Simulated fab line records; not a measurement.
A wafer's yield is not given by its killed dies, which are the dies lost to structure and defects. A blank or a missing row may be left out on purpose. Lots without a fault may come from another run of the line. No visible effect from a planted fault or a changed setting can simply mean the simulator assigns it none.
Commonality check across tools	flow gf180mcu	42 wafers sampled across 12 lots

== REASON IT WAS OPENED ==
2 of 12 lots carry a flag on the reading MVSD_OVL at GF_MVSD_OVL_MEAS_07. Wafers without a fault read -0.5 nm, standard deviation 1.2.
Rule: a lot is flagged when every wafer of it that has a number lies more than 4 standard deviations from that mean, or none has a number. The rest of the lots are taken to be sound.

lot	measured	on	MVSD_OVL (nm), wafer by wafer	flag
L178	day 4 09:23	overlay-02	-1.4 -0.4 -1.4	
L179	day 4 15:17	overlay-01	-0.8 1.1 -1.4	
L182	day 5 08:20	overlay-01	0.4 0.0 -1.1	
L185	day 6 07:44	overlay-01	-1.4 -1.2 -1.5	
L187	day 6 13:26	overlay-02	173.9 176.2 174.9 175.5 177.7 176.6	FLAGGED
L188	day 7 07:26	overlay-01	176.0 173.8 175.9 177.2 175.2 176.7	FLAGGED
L189	day 7 17:41	overlay-02	-0.6 0.1 -1.1	
L190	day 7 18:38	overlay-02	3.0 2.6 2.8	
L193	day 8 09:07	overlay-01	2.0 1.8 1.0	
L196	day 8 19:35	overlay-02	1.1 -0.4 0.7	
L197	day 9 08:05	overlay-01	-2.3 -1.8 -0.8	
L201	day 10 00:14	overlay-02	-1.3 -1.6 0.9	
Flagged lots average 175.8 nm: +176.3 nm relative to the usual, that is +99 or more standard deviations.

== LOT BY LOT: THE TOOL USED ==
The record keeps 1 process step preceding the reading, out of 602 steps on the route. Cell contents, in order: the tool; ch with the chambers the sampled wafers went through; the start.
lot	flag	GF_MVSD_EXPOSE_04
L178		ilineStepper-01 ch 0, day 4 02:58
L179		ilineStepper-02 ch 0, day 4 09:22
L182		ilineStepper-02 ch 0, day 5 01:29
L185		ilineStepper-02 ch 0, day 6 00:14
L187	FLAGGED	ilineStepper-02 ch 0, day 6 05:50
L188	FLAGGED	ilineStepper-02 ch 0, day 7 00:08
L189		ilineStepper-01 ch 0, day 7 10:06
L190		ilineStepper-01 ch 0, day 7 10:46
L193		ilineStepper-01 ch 0, day 8 00:47
L196		ilineStepper-01 ch 0, day 8 11:31
L197		ilineStepper-01 ch 0, day 8 23:28
L201		ilineStepper-01 ch 0, day 9 15:50
What these steps do:
- GF_MVSD_EXPOSE_04: exposes mask MVSD, target cd 1000 nm.
- GF_MVSD_OVL_MEAS_07

== FLAGGED AGAINST TOTAL, ONE TOOL AT A TIME (gauges that did the reading follow at the end) ==
step	tool	lots run	flagged	share of the flagged lots	sound lots run after its first flagged lot
GF_MVSD_EXPOSE_04	ilineStepper-01	7	0	none	-
GF_MVSD_EXPOSE_04	ilineStepper-02	5	2	all	0
GF_MVSD_OVL_MEAS_07	overlay-01	6	1	some	2 (L193,L197)
GF_MVSD_OVL_MEAS_07	overlay-02	6	1	some	4 (L189,L190,L196,L201)

== WHAT IS ALLOWED BY THE TABLE ==
1 row of the table ran every flagged lot: ilineStepper-02 at GF_MVSD_EXPOSE_04.
- ilineStepper-02 at GF_MVSD_EXPOSE_04 ran 5 lots, 2 of them flagged. Last sound lot L185 at day 6 00:14, first flagged lot L187 at day 6 05:50; a fault beginning in between fits.
What remains is a single tool, ilineStepper-02 at GF_MVSD_EXPOSE_04.

== WHAT WAS PUT IN BY THE SIMULATOR ==
Scanner matching overlay: ilineStepper-02, from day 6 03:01 on, at GF_MVSD_EXPOSE_04. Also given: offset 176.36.
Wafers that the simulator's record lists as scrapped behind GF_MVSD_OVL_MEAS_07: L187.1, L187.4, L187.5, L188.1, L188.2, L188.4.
Shown lots that were struck: L187, L188. The rule above reached the same finding.
